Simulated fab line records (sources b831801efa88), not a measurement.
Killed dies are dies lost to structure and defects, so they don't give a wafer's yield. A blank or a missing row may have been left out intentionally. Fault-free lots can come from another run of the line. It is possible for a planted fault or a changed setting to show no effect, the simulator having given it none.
2 desks, one fault | flow sky130 | every desk sees just its own numbers, and what lay behind them comes last

## FOR THE TOOL OWNER'S DESK: cmp-02
The tool's own readings at SKY_CONTACT_CMP_04 (polishes SiO2): means of the sampled wafers that have a number, for each lot that ran on this tool. Any lot whose mean is over 4 standard deviations away from the usual mean is out of limits and marked OUT; that distance is given in the brackets.
Columns: A = head-pressure-psi at SKY_CONTACT_CMP_04, usual 4.002 psi; B = motor-current-A at SKY_CONTACT_CMP_04, usual 12.3 A; C = slurry-filter-dp-kPa at SKY_CONTACT_CMP_04, usual 13.50 kPa; D = slurry-flow-ml-min at SKY_CONTACT_CMP_04, usual 150.0; E = time-to-endpoint-s at SKY_CONTACT_CMP_04, usual 84 s
lot  | first seen here | A               | B    | C     | D     | E
L663 | day 31 19:26    | 4.002           | 12.3 | 13.34 | 149.8 | 87
L664 | day 32 06:24    | 3.994           | 12.8 | 13.60 | 150.1 | 84
L666 | day 32 22:35    | 4.001           | 11.6 | 13.56 | 150.3 | 86
L669 | day 33 23:35    | 3.748 (-29) OUT | 11.6 | 13.44 | 149.9 | 90
L670 | day 34 01:02    | 3.748 (-29) OUT | 11.5 | 13.50 | 150.1 | 89
L671 | day 34 13:55    | 3.753 (-28) OUT | 11.3 | 13.48 | 150.3 | 90
L676 | day 37 11:08    | 4.005           | 12.2 | 13.50 | 149.9 | 80
L677 | day 37 13:31    | 3.994           | 11.4 | 13.46 | 150.1 | 88
L681 | day 37 14:13    | 4.002           | 11.6 | 13.46 | 149.4 | 82
L682 | day 37 20:16    | 4.006           | 11.7 | 13.54 | 150.4 | 81
This desk's verdict: out of limits on L669, L670, L671, starting with L669 at day 33 23:35 (head-pressure-psi at SKY_CONTACT_CMP_04). L663, L664, L666, L676, L677, L681, L682 stayed within limits.

## THE METROLOGY DESK
Means of the sampled wafers that have a number, per lot and without regard to the tool the lot ran on: this is what the gauges read. Any lot whose mean is over 4 standard deviations away from the usual mean is out of limits and marked OUT; that distance is given in the brackets.
Columns: A = LDD_LDN_OVL at SKY_LDD_LDN_OVL_MEAS_07, usual -1.0 nm; B = cd-nm at SKY_METAL1_CD_MEAS_15, usual 139.2 nm; C = VIA1_HDPCVD_THK at SKY_VIA1_THK_MEAS_01, usual 1031 nm
lot  | first seen here | A    | B     | C
L661 | day 23 19:16    | -0.2 | 138.5 | 1022
L663 | day 24 10:58    | 0.5  | 139.0 | 1044
L664 | day 24 20:34    | -0.6 | 139.6 | 1039
L666 | day 25 13:36    | -1.6 | 137.1 | 1035
L667 | day 26 02:25    | -1.0 | 140.0 | 1026
L669 | day 26 18:10    | -1.1 | 140.0 | 1035
L670 | day 26 18:53    | -3.3 | 136.2 | 1024
L671 | day 27 07:52    | -1.5 | 139.0 | 1034
L678 | day 30 11:51    | -1.9 | 141.1 | 1008
L676 | day 30 13:24    | -0.6 | 139.9 | 1048
L680 | day 30 13:42    | -2.6 | 140.2 | 1002
L677 | day 30 14:41    | -2.4 | 138.3 | 1053
L681 | day 30 14:57    | -1.8 | 139.4 | 1040
L682 | day 31 01:34    | 0.5  | 136.2 | 1047
Result from this desk: across the 14 lots, nothing is out of limits.

## PUT TOGETHER
At day 33 23:35, on L669, L670, L671, the tool owner's desk was in a position to raise an alarm.
Nothing out of limits was seen by the metrology desk.
The metrology desk has L669, L670, L671 on record, within its limits.
On cmp-02, each named lot ran SKY_CONTACT_CMP_04.

## WHAT THE SIMULATOR HAD PUT IN
cmp-02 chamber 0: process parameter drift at SKY_CONTACT_CMP_04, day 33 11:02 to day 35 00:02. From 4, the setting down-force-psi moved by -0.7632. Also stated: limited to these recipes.
Struck lots among those shown: L669, L670, L671.
How many hours passed from the start of the fault until each desk's first out-of-limits reading: the tool owner's desk, 13.
